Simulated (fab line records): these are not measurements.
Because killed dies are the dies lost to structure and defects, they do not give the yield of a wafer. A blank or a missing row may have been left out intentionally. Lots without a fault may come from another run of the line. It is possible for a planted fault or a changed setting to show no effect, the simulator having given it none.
Matching of chambers + flow sky130 + 4 sister chambers for SKY_VIA1_CMP_02 on cmp-01
The step polishes SiO2. 8 wafers are shown with their chamber, then 10 later ones without.

WAFERS WITH THEIR CHAMBER
| wafer  | chamber | motorCurrentA (A) | slurryFilterDpKPa (kPa) |
|--------|---------|-------------------|-------------------------|
| L732.5 | 1       | 13.7              | 13.46                   |
| L737.1 | 0       | 13.3              | 13.39                   |
| L737.4 | 2       | 12.2              | 13.54                   |
| L742.2 | 3       | 12.4              | 13.55                   |
| L742.4 | 1       | 14.3              | 13.70                   |
| L742.6 | 0       | 13.9              | 13.61                   |
| L743.1 | 3       | 12.6              | 13.68                   |
| L743.3 | 2       | 12.3              | 13.28                   |

WAFERS MISSING THEIR CHAMBER
| wafer  | motorCurrentA (A) | slurryFilterDpKPa (kPa) |
|--------|-------------------|-------------------------|
| L743.5 | 13.7              | 13.54                   |
| L746.1 | 14.1              | 13.45                   |
| L746.4 | 12.7              | 13.64                   |
| L746.5 | 14.3              | 13.49                   |
| L747.1 | 13.8              | 13.47                   |
| L747.2 | 12.5              | 13.69                   |
| L747.4 | 11.8              | 13.66                   |
| L749.2 | 11.9              | 13.36                   |
| L749.4 | 14.1              | 13.75                   |
| L749.5 | 12.9              | 13.58                   |

THE CHAMBER EACH PASSED THROUGH
| wafer  | from the rows above          | in truth |
|--------|------------------------------|----------|
| L743.5 | can't be placed: 0 or 1      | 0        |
| L746.1 | can't be placed: 1 or 0      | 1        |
| L746.4 | can't be placed: 3 or 2      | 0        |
| L746.5 | can't be placed: 1 or 0      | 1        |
| L747.1 | can't be placed: 0 or 1      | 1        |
| L747.2 | can't be placed: 3 or 2      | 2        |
| L747.4 | can't be placed: 2 or 3      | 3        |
| L749.2 | can't be placed: 2 or 3      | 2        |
| L749.4 | can't be placed: 1 or 0      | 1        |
| L749.5 | can't be placed: 3 or 0 or 2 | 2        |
Correctly placed: 0 of 10. Can't be placed from these rows: 10 (the true chamber is among the candidates in 9). 0 placed wrongly.
How it was worked out, from the rows above alone: a wafer's distance from a chamber is the root of the sum, over the readings, of the square of ((its reading less the chamber's mean) divided by the reading's scatter). If the next closest chamber is less than 2 further off than the closest, the wafer can't be placed; otherwise it belongs to the closest. The mean given for a chamber averages the wafers shown for that chamber. The scatter is the square root of a quotient: the sum, over the shown wafers, of each reading's squared deviation from its chamber's mean, divided by wafers minus chambers.
